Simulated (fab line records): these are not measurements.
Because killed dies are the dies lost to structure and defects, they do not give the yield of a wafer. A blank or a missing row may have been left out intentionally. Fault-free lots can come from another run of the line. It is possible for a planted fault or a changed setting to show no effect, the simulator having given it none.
Struck lot and sound lot, side by side :: flow gf180mcu :: 15 out of 602 route steps
Sound: these wafers, L760.4, L760.5, L760.6. Struck: wafer L766.5. (L766.6 of the same lot was not struck and is left out.) The cause comes at the end.
Per side, at each step with rows, come the tool, then ch with its chambers, and then its first start. Under that, the readings that differ: sound wafers :: struck wafers :: difference of the means :: sigmas: that difference in standard deviations of wafers without a fault.
alike: readings whose means differ by less than 2 such deviations, and words and numbers that are the same on both sides. not compared: withheld readings, readings that some wafer has no value for, bounds like >300 that may hide the same value, and numbers for which the record gives no deviation and whose values overlap.
A row with sigmas, a row that says differs or no value, or rows on one side alone: a step with any of these is where the two part. Numbers that don't overlap but have no deviation are shown without sigmas and don't part them. A reading missing from all wafers of one side parts the sides only when that side holds two or more wafers.

GF_M4_SPUTTER_04: material TiN, target thk 50 nm, time 41.7 s.
  sound: pvd_sputter-01 at day 26 08:01; struck: pvd_sputter-01 at day 27 23:08
reading: cathode_dc_power_W (W)
sound: 6501.9 6500.8 6502.0
struck: 6498.6
difference: -3.0
sigmas: -2
  alike: throttle_valve_pct
GF_M4_RS_MEAS_05: a four-point-probe measurement.
  sound: film_metro-03 at day 26 08:06; struck: film_metro-04 at day 27 23:14
  alike: M4_ALCU_RS
GF_M4_THK_MEAS_06: measures by xrf.
  sound: film_metro-03 at day 26 08:11; struck: film_metro-04 at day 27 23:19
  alike: M4_ALCU_THK
then, 7 steps without rows for these wafers: GF_M4_DEHYDRATE_07 (time 60 s); GF_M4_HMDS_08 (prime time 60 s); GF_M4_COAT_09 (resist thk 1000 nm); GF_M4_SOFTBAKE_10 (time 60 s); GF_M4_EXPOSE_11 (exposes mask Metal4, target cd 280 nm); GF_M4_PEB_12 (peb time 90 s); GF_M4_DEVELOP_13 (develop time 60 s).
GF_M4_CD_MEAS_14 targets a cd of 280 nm.
  sound: cd_sem-02 at day 27 04:46; struck: cd_sem-02 at day 28 18:17
  alike: cd_nm
GF_M4_OVL_MEAS_15:
  sound: overlay-02 at day 27 04:50; struck: overlay-02 at day 28 18:21
  alike: M4_OVL
GF_M4_METAL_ETCH_16: etches the open film in Cl2/BCl3, stops on SiO2, target depth 750.8 nm, time 125.1 s.
  sound on rie_metal-04 ch 0, day 27 04:59; struck on rie_metal-04 ch 1, day 28 18:27
reading: drypump_motor_current_A (A)
sound: 5.5 5.6 5.6
struck: 6.3
difference: +0.7
sigmas: +2

reading: he_backside_leak_sccm (sccm)
sound: 3.22 3.06 3.11
struck: 3.79
difference: +0.66
sigmas: +3

reading: oes_product_au (a.u.)
sound: 0.999 0.997 0.994
struck: 0.901
difference: -0.096
sigmas: -19

reading: throttle_valve_pct (%)
sound: 28.219 28.227 28.234
struck: 28.335
difference: +0.108
sigmas: +11

reading: model.KrF_of_M4_COAT_09.thk_nm (nm)
sound: 684.1 687.5 683.2
struck: 737.2
difference: +52.3
sigmas: 
  alike: bias_w
  not compared: rf_hours_counter_h
GF_M4_STRIP_17: strips in O2/N2.
  sound on plasma_asher-01 ch 0,1, day 27 05:09; struck on plasma_asher-02 ch 1, day 28 18:34
reading: oes_product_au (a.u.)
sound: 0.544 0.541 0.532
struck: 0.559
difference: +0.020
sigmas: +4

reading: strip_time_to_endpoint_s (s)
sound: 7.38 7.41 7.37
struck: 7.88
difference: +0.49
sigmas: +12
  alike: drypump_motor_current_A, heater_power_w
  not compared: rf_hours_counter_h
then, 1 step without rows for these wafers: GF_M4_STRIP_18 (strips in post etch residue remover, time 1200 s).

== WHERE THEY PART ==
Earliest at GF_M4_SPUTTER_04; latest, in this record, at GF_M4_STRIP_17.

WHY: what had been put in by the simulator
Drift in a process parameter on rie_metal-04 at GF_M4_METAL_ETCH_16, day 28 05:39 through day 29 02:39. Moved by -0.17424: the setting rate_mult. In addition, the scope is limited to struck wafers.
